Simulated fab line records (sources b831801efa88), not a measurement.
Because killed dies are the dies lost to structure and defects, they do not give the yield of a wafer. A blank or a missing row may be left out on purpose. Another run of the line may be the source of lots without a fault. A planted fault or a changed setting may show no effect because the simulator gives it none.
8D (eight disciplines) problem report, filled in by code :: flow gf180mcu :: the parts of the form that need people (team, actions taken, sign-off) are left out

== 1. THE ISSUE ==
Mean of oes product au at GF_V5_STRIP_18: 0.600 a.u. across 6 wafers in 2 lots; on wafers with no fault it is 0.568 a.u. (standard deviation 0.0055). That is +5.8 standard deviations from the usual mean.
The step: strips in O2/N2.
First seen on wafer L633.3, day 30 03:21, on plasma asher-04. At this step, 36 wafers from 12 lots have a number in the record. Rule for "out", or "out of limits": more than 4 standard deviations from the usual mean. The rest of the wafers with a number are treated as sound.

== 2. WHAT IT IS, WHAT IT ISN'T ==
question: which readings at this step
is: oes product au
is not: drypump motor current A, heater power w, o2 flow sccm

question: which lots
is: L633, L635
is not: L624, L625, L626, L627, L639, L640, L643, L644, L645, L646

question: which wafers of those lots
is: all that have a number
is not: -

question: read on which tools
is: plasma asher-03, plasma asher-04
is not: plasma asher-01

question: when
is: from day 30 03:21
is not: up to then (12 sound wafers); but 18 sound wafers of L639, L640, L643, L644, L645, L646 came after

== 3. THE SUSPECTS, EACH WITH WHAT RULES IT OUT ==
Counting: any tool at a process step up to the reading is kept as a suspect provided that every lot that is out went through it and no sound lot did after the first of them.
- litho track-03 at GF_V5_COAT_09 (resist thk 1000 nm): kept. All lots that are out passed through it, beginning with L633 at day 29 17:00, and no sound lot followed; its final sound lot before that point was L627 at day 27 16:00.
Left after counting: litho track-03 at GF_V5_COAT_09.

== 4. THE CAUSE (what the simulator had put in) ==
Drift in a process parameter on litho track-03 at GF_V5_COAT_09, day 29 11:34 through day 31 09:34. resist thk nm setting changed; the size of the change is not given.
After counting, this tool was the only one left.

== 5. THE CHAIN OF EFFECTS, in route order ==
Each row: a reading where the mean over the struck wafers with a number is more than 3 standard deviations away from the usual. Only readings whose record carries a usual standard deviation are examined. hours: median over the lots of the time between each lot's start at the first step of this table that gives one and its start at this step. sigmas: the change, counted in usual standard deviations.
hours: 0
step: GF_V5_STRIP_18
reading: oes product au
usual: 0.568 a.u.
on struck wafers: 0.600
change: +0.032
sigmas: +5.8
Here are the process steps it includes:
- GF_V5_STRIP_18: strips in O2/N2.
Later measuring or inspecting steps at which every struck wafer that the step has a row for has a number for every such reading, and none has moved that far: GF_V5_RS_MEAS_24.

== 6. WHAT WOULD HAVE CAUGHT IT SOONER ==
The fault began at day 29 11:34; the first out-of-limits reading in this record came at day 30 03:21, 16 hours later.
An alarm limit of 4 standard deviations would not have fired on the tool readings at GF_V5_COAT_09 for which the record gives a usual standard deviation, since none of them was out on any struck wafer.
Of the lots that are out (2), L635 began GF_V5_COAT_09 on litho track-03 after day 30 03:21. Holding the tool at that time would have saved it.
